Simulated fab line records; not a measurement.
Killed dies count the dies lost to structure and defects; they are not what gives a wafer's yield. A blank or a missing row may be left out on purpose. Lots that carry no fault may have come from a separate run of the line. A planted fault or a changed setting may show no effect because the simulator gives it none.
Which tool is to blame? | flow gf180mcu | 12 lots, 36 wafers sampled, at 3 steps of a route of 602

== WHAT THE GAUGES READ, wafer by wafer ==
GF_HV_LDD_THK_MEAS_57.
lot  | measured     | on           | HV_LDD_CVD_56_THK (nm)
L463 | day 12 18:07 | filmMetro-01 | 89.1 88.6 88.8
L464 | day 13 04:37 | filmMetro-01 | 91.7 91.0 91.2
L466 | day 13 20:53 | filmMetro-04 | 92.1 90.7 90.5
L468 | day 14 13:28 | filmMetro-01 | 97.8 97.4 98.0
L467 | day 14 15:19 | filmMetro-04 | 97.5 98.1 96.9
L470 | day 15 04:25 | filmMetro-02 | 90.2 90.3 90.4
L478 | day 18 07:55 | filmMetro-02 | 89.9 89.8 90.2
L479 | day 18 13:06 | filmMetro-01 | 90.2 90.5 90.6
L480 | day 18 20:12 | filmMetro-04 | 89.4 89.9 88.7
L482 | day 19 06:56 | filmMetro-02 | 89.8 89.7 89.8
L481 | day 19 09:22 | filmMetro-04 | 88.9 89.7 88.6
L483 | day 19 18:22 | filmMetro-01 | 90.1 90.6 90.6

== EACH LOT AND THE TOOL THAT RAN IT (in order: tool; ch and the chambers of the sampled wafers; start) ==
lot  | GF_HV_LDD_RTA_52                | GF_HV_LDD_CVD_56
L463 | rtpAnneal-01 ch 0, day 12 15:26 | lpcvd-01 ch 1, day 12 16:41
L464 | rtpAnneal-01 ch 0, day 13 01:55 | lpcvd-02 ch 1, day 13 03:11
L466 | rtpAnneal-01 ch 0, day 13 18:12 | lpcvd-02 ch 1, day 13 19:27
L468 | rtpAnneal-01 ch 0, day 14 10:46 | lpcvd-02 ch 0, day 14 12:01
L467 | rtpAnneal-02 ch 0, day 14 12:11 | lpcvd-02 ch 0, day 14 13:53
L470 | rtpAnneal-01 ch 0, day 15 01:43 | lpcvd-01 ch 1, day 15 02:58
L478 | rtpAnneal-02 ch 0, day 18 03:56 | lpcvd-02 ch 0, day 18 06:28
L479 | rtpAnneal-01 ch 0, day 18 09:50 | lpcvd-02 ch 0, day 18 11:38
L480 | rtpAnneal-01 ch 0, day 18 17:31 | lpcvd-02 ch 0, day 18 18:45
L482 | rtpAnneal-02 ch 0, day 19 04:15 | lpcvd-01 ch 0, day 19 05:30
L481 | rtpAnneal-01 ch 0, day 19 06:10 | lpcvd-01 ch 0, day 19 07:56
L483 | rtpAnneal-02 ch 0, day 19 15:07 | lpcvd-02 ch 1, day 19 16:55
- GF_HV_LDD_RTA_52: time 10 s.
- GF_HV_LDD_CVD_56: deposits Si3N4 from DCS/NH3, target thk 90 nm, time 1543 s.

== AS READ BY THE TOOLS THEMSELVES (means over the sampled wafers that have a number; for cases with no such wafer, the mark the record gives instead) ==
GF_HV_LDD_RTA_52.
lot  | tool         | lampPowerPct (%) | wafer_temp_C_max
L463 | rtpAnneal-01 | 32.2             | 1004.3
L464 | rtpAnneal-01 | 32.2             | 1004.5
L466 | rtpAnneal-01 | 32.2             | 1005.1
L468 | rtpAnneal-01 | 32.2             | 1004.7
L467 | rtpAnneal-02 | 36.3             | 1007.5
L470 | rtpAnneal-01 | 32.2             | 1004.7
L478 | rtpAnneal-02 | 36.3             | 1006.9
L479 | rtpAnneal-01 | 32.2             | 1004.4
L480 | rtpAnneal-01 | 32.2             | 1004.7
L482 | rtpAnneal-02 | 36.3             | 1006.9
L481 | rtpAnneal-01 | 32.2             | 1005.8
L483 | rtpAnneal-02 | 36.3             | 1006.6

GF_HV_LDD_CVD_56.
lot  | tool     | spikeTcCentreC (C)
L463 | lpcvd-01 | 772.5
L464 | lpcvd-02 | 771.1
L466 | lpcvd-02 | 771.5
L468 | lpcvd-02 | 771.1
L467 | lpcvd-02 | 771.9
L470 | lpcvd-01 | 771.2
L478 | lpcvd-02 | 772.2
L479 | lpcvd-02 | 772.1
L480 | lpcvd-02 | 772.9
L482 | lpcvd-01 | 770.4
L481 | lpcvd-01 | 770.1
L483 | lpcvd-02 | 771.0

== THE ANSWER, worked out from the rows above alone ==
Rule: the usual values come from the lots themselves. The widest of any qualifying gaps counts: lots, ordered by their means at a reading, are off when they make up no more than a third of the lots, leave a main group of 4 or more, and stand apart from it by 3 or more times the standard deviation of that group's means. The tables above print the reading to a certain number of digits; a main group whose means all agree to those digits is not used. Also off: a lot with no number at a reading for which 4 or more lots have one. Any other lot the step has rows for is counted as sound. Order of review: gauges by route order, followed by the tools' own readings, for which a lot's mean as printed above is used. At the first step where some lot is off, the reading lying furthest off is the one used; lots without a number count as furthest.
Off: at GF_HV_LDD_THK_MEAS_57 (HV_LDD_CVD_56_THK), L468, L467. The main group: mean 90.1 nm, standard deviation 0.78.
If a tool, at a process step before that reading, ran all the lots that are off and no sound lot after the first of them, it fits. Those tools and the gauges at GF_HV_LDD_THK_MEAS_57 are tried in the same way. No candidate that was tried fits.

== WHAT THE SIMULATOR HAD INSERTED ==
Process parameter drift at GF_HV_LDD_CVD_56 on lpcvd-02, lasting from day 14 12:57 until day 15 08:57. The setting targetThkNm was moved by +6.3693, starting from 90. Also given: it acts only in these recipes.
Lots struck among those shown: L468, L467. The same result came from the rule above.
